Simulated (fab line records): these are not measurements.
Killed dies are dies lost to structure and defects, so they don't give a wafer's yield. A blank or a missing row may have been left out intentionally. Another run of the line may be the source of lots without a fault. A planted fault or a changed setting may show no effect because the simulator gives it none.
The tool behind it: which one? | flow sky130 | 36 wafers from 12 lots sampled at 5 of the route's 708 steps

## WHAT THE GAUGES READ, wafer by wafer
SKY_LDD_P_CD_MEAS_07 targets a cd of 380 nm.
lot  | measured     | on        | cd_nm (nm)
L492 | day 20 02:23 | cd_sem-01 | 383.6 383.7 384.9
L493 | day 20 02:08 | cd_sem-02 | 382.2 383.2 381.4
L494 | day 20 09:29 | cd_sem-01 | 372.5 367.0 371.0
L495 | day 20 20:04 | cd_sem-02 | 371.3 373.6 368.6
L502 | day 23 13:26 | cd_sem-01 | 381.5 382.9 382.7
L503 | day 23 21:44 | cd_sem-02 | 378.3 377.2 379.6
L506 | day 24 20:41 | cd_sem-01 | 378.9 378.2 378.6
L507 | day 25 04:25 | cd_sem-02 | 383.9 384.6 384.6
L509 | day 25 21:59 | cd_sem-02 | 377.0 376.5 379.1
L510 | day 26 04:32 | cd_sem-01 | 381.5 378.7 379.3
L512 | day 26 17:29 | cd_sem-02 | 382.3 384.3 381.5
L513 | day 27 04:46 | cd_sem-02 | 379.4 379.4 377.4

SKY_SPACER_THK_MEAS_01.
lot  | measured     | on            | SPACER_CVD_00_THK (nm)
L492 | day 24 00:38 | film_metro-03 | 43.2 42.9 42.6
L493 | day 23 23:27 | film_metro-02 | 43.7 43.7 43.6
L494 | day 24 08:08 | film_metro-04 | 42.4 42.3 42.5
L495 | day 24 19:11 | film_metro-04 | 42.3 42.4 42.1
L502 | day 27 07:12 | film_metro-02 | 43.7 43.9 44.1
L503 | day 27 15:49 | film_metro-03 | 42.8 43.1 42.9
L506 | day 28 11:42 | film_metro-04 | 42.5 42.5 42.2
L507 | day 28 19:42 | film_metro-04 | 42.7 42.6 42.6
L509 | day 29 14:02 | film_metro-04 | 43.1 42.8 42.4
L510 | day 29 20:14 | film_metro-02 | 42.4 42.6 42.5
L512 | day 30 10:26 | film_metro-02 | 43.2 43.8 43.5
L513 | day 30 19:26 | film_metro-04 | 43.1 43.0 43.0

## TOOL THAT RAN EACH LOT (tool first, then ch and the chambers of the sampled wafers, then the start)
lot  | SKY_VT_ADJUST_NCORE_STRIP_10         | SKY_VT_ADJUST_PCH_STRIP_09           | SKY_LDD_P_EXPOSE_04
L492 | plasma_asher-01 ch 0,1, day 9 08:41  | plasma_asher-01 ch 0,1, day 11 03:58 | iline_stepper-01 ch 0, day 19 10:28
L493 | plasma_asher-02 ch 0,1, day 9 11:40  | plasma_asher-02 ch 0,1, day 11 07:50 | iline_stepper-02 ch 0, day 19 10:12
L494 | plasma_asher-03 ch 0,1, day 9 18:38  | plasma_asher-01 ch 0,1, day 11 14:36 | iline_stepper-01 ch 0, day 19 17:25
L495 | plasma_asher-02 ch 0,1, day 10 01:43 | plasma_asher-01 ch 0,1, day 11 23:55 | iline_stepper-01 ch 0, day 20 05:12
L502 | plasma_asher-01 ch 0,1, day 12 03:10 | plasma_asher-01 ch 0,1, day 14 06:27 | iline_stepper-02 ch 0, day 22 23:02
L503 | plasma_asher-02 ch 0, day 12 09:58   | plasma_asher-01 ch 0,1, day 14 12:25 | iline_stepper-01 ch 0, day 23 07:46
L506 | plasma_asher-01 ch 0,1, day 13 05:13 | plasma_asher-01 ch 0,1, day 15 08:37 | iline_stepper-01 ch 0, day 24 06:29
L507 | plasma_asher-02 ch 0,1, day 13 13:07 | plasma_asher-02 ch 0,1, day 15 17:14 | iline_stepper-01 ch 0, day 24 14:30
L509 | plasma_asher-03 ch 0,1, day 14 02:22 | plasma_asher-01 ch 0,1, day 16 09:24 | iline_stepper-02 ch 0, day 25 08:08
L510 | plasma_asher-03 ch 0,1, day 14 12:26 | plasma_asher-04 ch 0,1, day 16 18:33 | iline_stepper-02 ch 0, day 25 15:23
L512 | plasma_asher-01 ch 0,1, day 15 02:41 | plasma_asher-04 ch 0,1, day 17 10:40 | iline_stepper-01 ch 0, day 26 04:25
L513 | plasma_asher-03 ch 0,1, day 15 10:28 | plasma_asher-01 ch 0, day 17 19:18   | iline_stepper-02 ch 0, day 26 14:44
- SKY_VT_ADJUST_NCORE_STRIP_10: strips in O2/N2.
- SKY_VT_ADJUST_PCH_STRIP_09: strips in O2/N2.
- SKY_LDD_P_EXPOSE_04: exposes mask PSDM, target cd 380 nm.

## WHAT THE TOOLS THEMSELVES READ (means of the sampled wafers that have a number; where no wafer has one, the mark that the record gives instead)
SKY_VT_ADJUST_NCORE_STRIP_10.
lot  | tool            | drypump_motor_current_A (A) | oes_product_au (a.u.) | strip_time_to_endpoint_s (s)
L492 | plasma_asher-01 | 5.9                         | 0.711                 | 14.26
L493 | plasma_asher-02 | 6.1                         | 0.714                 | 14.20
L494 | plasma_asher-03 | 6.4                         | 0.716                 | 14.26
L495 | plasma_asher-02 | 6.1                         | 0.714                 | 14.26
L502 | plasma_asher-01 | 5.5                         | 0.719                 | 14.28
L503 | plasma_asher-02 | 6.2                         | 0.714                 | 14.27
L506 | plasma_asher-01 | 6.0                         | 0.719                 | 14.21
L507 | plasma_asher-02 | 6.1                         | 0.716                 | 14.16
L509 | plasma_asher-03 | 6.4                         | 0.716                 | 14.24
L510 | plasma_asher-03 | 6.5                         | 0.715                 | 14.19
L512 | plasma_asher-01 | 5.9                         | 0.714                 | 14.22
L513 | plasma_asher-03 | 6.4                         | 0.713                 | 14.16

SKY_VT_ADJUST_PCH_STRIP_09.
lot  | tool            | drypump_motor_current_A (A) | oes_product_au (a.u.) | strip_time_to_endpoint_s (s)
L492 | plasma_asher-01 | 5.9                         | 0.725                 | 36.99
L493 | plasma_asher-02 | 6.1                         | 0.721                 | 36.91
L494 | plasma_asher-01 | 5.9                         | 0.719                 | 36.84
L495 | plasma_asher-01 | 5.9                         | 0.721                 | 37.01
L502 | plasma_asher-01 | 5.5                         | 0.725                 | 36.77
L503 | plasma_asher-01 | 5.9                         | 0.720                 | 36.67
L506 | plasma_asher-01 | 5.5                         | 0.722                 | 37.06
L507 | plasma_asher-02 | 6.1                         | 0.724                 | 36.91
L509 | plasma_asher-01 | 5.9                         | 0.727                 | 36.79
L510 | plasma_asher-04 | 5.4                         | 0.716                 | 37.00
L512 | plasma_asher-04 | 5.4                         | 0.722                 | 36.88
L513 | plasma_asher-01 | 5.0                         | 0.724                 | 36.81

## THE ANSWER, worked out from the rows above alone
Rule: usual is defined by the lots themselves. Put in order of their means at a reading, lots are off if they are a third of the lots or fewer, leave a main group of 4 or more, and stand apart from it by a gap of 3 or more times the standard deviation of the main group's means; of several such gaps the widest counts. A main group whose means are all the same, to the digits that the tables above print for the reading, isn't used. Also off: a lot with no number at a reading for which 4 or more lots have one. Any other lot the step has rows for is counted as sound. The gauges are gone through in route order, then the tools' own readings, and for those a lot's mean is taken as printed above. The first step at which some lot is off is used, and at that step the reading that is off furthest; a lot without a number counts as furthest.
No lot is off at any reading shown: from this, nothing can be told.

## WHAT HAD BEEN PUT IN BY THE SIMULATOR
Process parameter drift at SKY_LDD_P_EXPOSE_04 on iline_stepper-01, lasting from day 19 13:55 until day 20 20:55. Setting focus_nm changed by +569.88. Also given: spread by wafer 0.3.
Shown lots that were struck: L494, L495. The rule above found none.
